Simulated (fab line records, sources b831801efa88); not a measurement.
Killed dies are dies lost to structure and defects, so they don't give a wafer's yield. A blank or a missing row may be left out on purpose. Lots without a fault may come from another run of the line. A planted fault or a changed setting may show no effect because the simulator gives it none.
A struck lot beside a sound one | flow sky130 | 34 steps out of a route of 708
Sound: wafers L253.2, L253.3, L253.5. Struck: wafers L260.1, L260.2, L260.5. The cause comes at the end.
At each step with rows: each side's tool, then ch and its chambers, then its first start. Under that, the readings that differ: sound wafers | struck wafers | difference of the means | sigmas: that difference in standard deviations of wafers without a fault.
alike: readings whose means differ by less than 2 such deviations, and words and numbers that are the same on both sides. not compared: withheld readings, readings that some wafer has no value for, bounds like >300 that may hide the same value, and numbers for which the record gives no deviation and whose values overlap.
The two part at a step that has a row with sigmas, a row that says differs or no value, or rows on one side only. Numbers that don't overlap but have no deviation are shown without sigmas and don't part them. A reading that every wafer of one side lacks parts them only if that side has two wafers or more.

first, 10 steps without rows for these wafers: SKY_LOCAL_INTERCONNECT_COAT_05 (resist thk 60 nm); SKY_LOCAL_INTERCONNECT_COAT_06 (resist thk 450 nm); SKY_LOCAL_INTERCONNECT_SOFTBAKE_07 (time 90 s); SKY_LOCAL_INTERCONNECT_EXPOSE_08 (exposes mask LI1M, target cd 170 nm); SKY_LOCAL_INTERCONNECT_PEB_09; SKY_LOCAL_INTERCONNECT_DEVELOP_10 (develop time 60 s); SKY_LOCAL_INTERCONNECT_ETCH_13 (etches BARC in N2/H2, stops on SiO2, time 45.9 s, target depth 60 nm); SKY_LOCAL_INTERCONNECT_METAL_ETCH_14 (etches TiN in Cl2/BCl3, stops on PSG, target depth 110 nm, time 31.4 s); SKY_LOCAL_INTERCONNECT_STRIP_15 (strips in O2/N2); SKY_LOCAL_INTERCONNECT_STRIP_16 (strips in post etch residue remover, time 1200 s).
SKY_LOCAL_INTERCONNECT_CLEAN_17: cleans in IPA, time 180 s.
  sound on wet_bench-03 ch 3, day 30 12:43; struck on wet_bench-01 ch 1, day 33 18:14
then, 22 steps without rows for these wafers: SKY_LOCAL_INTERCONNECT_CLEAN_18 (cleans in O3/DIW); SKY_CONTACT_CVD_00 (deposits Si3N4, target thk 75 nm); SKY_CONTACT_HDPCVD_02 (deposits SiO2, target thk 565 nm, time 94.2 s); SKY_CONTACT_CMP_04 (polishes SiO2); SKY_CONTACT_DEHYDRATE_06 (time 60 s); SKY_CONTACT_HMDS_07 (prime time 60 s); SKY_CONTACT_COAT_08 (resist thk 60 nm); SKY_CONTACT_COAT_09 (resist thk 450 nm); SKY_CONTACT_SOFTBAKE_10 (time 90 s); SKY_CONTACT_EXPOSE_11 (exposes mask CTM1, target cd 170 nm); SKY_CONTACT_PEB_12; SKY_CONTACT_DEVELOP_13 (develop time 60 s); SKY_CONTACT_ETCH_16 (etches BARC in N2/H2, stops on SiO2, time 45.9 s, target depth 60 nm); SKY_CONTACT_ETCH_17 (etches SiO2 in C4F8/O2/Ar, stops on Si3N4, target depth 340 nm); SKY_CONTACT_ETCH_18 (etches Si3N4 in CHF3/O2, stops on TiN, time 39 s, target depth 75 nm); SKY_CONTACT_STRIP_19 (strips in O2/N2); SKY_CONTACT_STRIP_20 (strips in post etch residue remover, time 1200 s); SKY_CONTACT_CLEAN_21 (cleans in IPA, time 180 s); SKY_CONTACT_CLEAN_22 (cleans in O3/DIW); SKY_CONTACT_SPUTTER_23 (material TiN, target thk 20 nm, time 80 s); SKY_CONTACT_CVD_24 (deposits W, target thk 340 nm, time 102.12 s); SKY_CONTACT_CMP_27 (polishes, stops on SiO2, t overpolish 15 s, target thk 0 nm).
-- the record jumps here: 15 days lie between the struck wafers' starts before and after (it left off in module CONTACT and takes up again in module PAD_OPEN, whose first step shown is number 708 of the route) --
SKY_PAD_OPEN_PROBE_99:
  sound on prober-01, day 46 03:10; struck on prober-01, day 48 07:31
  reading            | sound    | struck      | difference | sigmas
  killed_at_contacts | 25 23 20 | 63 66 69    | +43        | +9
  killed_dies        | 78 82 90 | 115 122 132 | +40        | +4
  alike: killed_at_M0_to_M3, killed_at_M4_up, killed_at_front_end, killed_at_other, killed_open, killed_short

WHERE THEY PART
Only at SKY_PAD_OPEN_PROBE_99, within this record.

WHY: what the simulator had put in
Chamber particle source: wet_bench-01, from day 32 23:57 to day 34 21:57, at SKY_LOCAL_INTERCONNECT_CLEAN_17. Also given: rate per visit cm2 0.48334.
